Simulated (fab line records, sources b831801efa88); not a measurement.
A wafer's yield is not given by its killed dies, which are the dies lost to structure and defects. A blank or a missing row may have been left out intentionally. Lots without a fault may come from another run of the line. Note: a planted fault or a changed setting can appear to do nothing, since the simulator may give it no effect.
Split-lot study | flow sky130 | 5 lots, 23 wafers read, on a route of 708 steps

ON THE SPLIT
At SKY_LDD_HVP_COAT_02 (resist thk 300 nm), the setting spin rpm was moved away from the recipe's 3000 rpm on 10 of the 23 wafers read, by -6.7% to +4.8%. This setting was run at the recipe's value on the other wafers.

The reading is taken at the split's own step.

THE READING
NOVOLAK_of_LDD_HVP_COAT_02.thk nm (the simulator's own value, which no gauge read), in nm, at SKY_LDD_HVP_COAT_02 (resist thk 300 nm). There is no usual value for it anywhere in the file. Here, 13 wafers ran the recipe; their average is 300.5 nm with a standard deviation of 1 nm.

wafer  | tool, chamber at the split | spin rpm as run, rpm | against the recipe | NOVOLAK_of_LDD_HVP_COAT_02.thk nm, nm | against lot-mates on the recipe
L077.1 | litho track-02, 0          | 3000                 | recipe             | 301.3                                 | -
L077.4 | litho track-02, 0          | 3000                 | recipe             | 301                                   | -
L077.6 | litho track-02, 0          | 3000                 | recipe             | 300.1                                 | -
L078.1 | litho track-01, 0          | 3000                 | recipe             | 299.9                                 | -
L078.2 | litho track-01, 0          | 3000                 | recipe             | 299.4                                 | -
L078.4 | litho track-01, 0          | 3125                 | +4.2%              | 293.6                                 | -6.0
L078.5 | litho track-01, 0          | 3125                 | +4.2%              | 294.2                                 | -5.4
L078.6 | litho track-01, 0          | 3125                 | +4.2%              | 293.4                                 | -6.2
L081.1 | litho track-02, 0          | 3132                 | +4.4%              | 295.3                                 | -4.9
L081.2 | litho track-02, 0          | 3000                 | recipe             | 299.8                                 | -
L081.3 | litho track-02, 0          | 3132                 | +4.4%              | 294.4                                 | -5.9
L081.4 | litho track-02, 0          | 3132                 | +4.4%              | 294.1                                 | -6.1
L081.5 | litho track-02, 0          | 3000                 | recipe             | 300.7                                 | -
L082.2 | litho track-04, 0          | 3144                 | +4.8%              | 294.9                                 | -7.0
L082.3 | litho track-04, 0          | 3000                 | recipe             | 301.1                                 | -
L082.4 | litho track-04, 0          | 3000                 | recipe             | 302.3                                 | -
L082.6 | litho track-04, 0          | 3000                 | recipe             | 302.3                                 | -
L082.5 | litho track-04, 0          | 3144                 | +4.8%              | 294.8                                 | -7.1
L083.1 | litho track-02, 0          | 2799                 | -6.7%              | 310.5                                 | +11.0
L083.3 | litho track-02, 0          | 3000                 | recipe             | 298.8                                 | -
L083.4 | litho track-02, 0          | 3000                 | recipe             | 300.1                                 | -
L083.5 | litho track-02, 0          | 3000                 | recipe             | 299.7                                 | -
L083.6 | litho track-02, 0          | 2799                 | -6.7%              | 310.2                                 | +10.7

THE FIT
A straight line over all 23 wafers: NOVOLAK_of_LDD_HVP_COAT_02.thk nm changes by -1.42 nm for each +1% of spin rpm; r = -0.98; the points scatter about the line by 0.98 nm.
The same after taking each lot's own level away (the mean of its wafers on the recipe; 23 wafers): -1.49 nm for each +1%; r = -0.99; scatter 0.58 nm.
The reading moves by 10 nm for the largest change in spin rpm, on that fit.
Measured against the standard deviation above, the lots' own levels, which go from 299.53 to 301.90 nm, span 2.3 times it.
Hence the lot-to-lot level has little effect on the slope; both slopes agree.
Check: for one of the wafers moved furthest among these (-6.7%), held out of the fit, the line's prediction against its lot-mates is +9.89 nm. It came out at +11 nm against them.

FURTHER SPLITS ON THESE WAFERS
Before the reading, these wafers also passed through other splits. Each is held against what the fit with the lots' levels taken away leaves over:
other split on the same wafers       | wafers away from the commonest value | r with NOVOLAK_of_LDD_HVP_COAT_02.thk nm (lot level and that fit taken away)
SKY_POLY_GATE_SOFTBAKE_09 temp c     | 7                                    | +0.14
SKY_POLY_GATE_OXIDATION_20 ox time s | 18                                   | +0.12
SKY_LDD_N_IMPLANT_10 energy kev      | 8                                    | -0.09
SKY_LDD_P_DEVELOP_06 dev temp c      | 8                                    | -0.05
SKY_LDD_P_IMPLANT_09 energy kev      | 9                                    | +0.41

THE WHOLE CHAIN: every reading that the file lists as answering this split, in the file's order
step                 | what it does      | reading                                                                            | change (the file's fit)              | r (the file's)
SKY_LDD_HVP_COAT_02  | resist thk 300 nm | NOVOLAK_of_LDD_HVP_COAT_02.thk nm (the simulator's own value, which no gauge read) | -1.49 nm for each +1% of the setting | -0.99
SKY_LDD_HVP_STRIP_09 | strips in O2/N2   | strip time to endpoint s                                                           | withheld for each +1% of the setting | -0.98

FILE'S OWN FIT
NOVOLAK_of_LDD_HVP_COAT_02.thk nm changes by -1.49 nm for each +1% of spin rpm, r = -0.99.
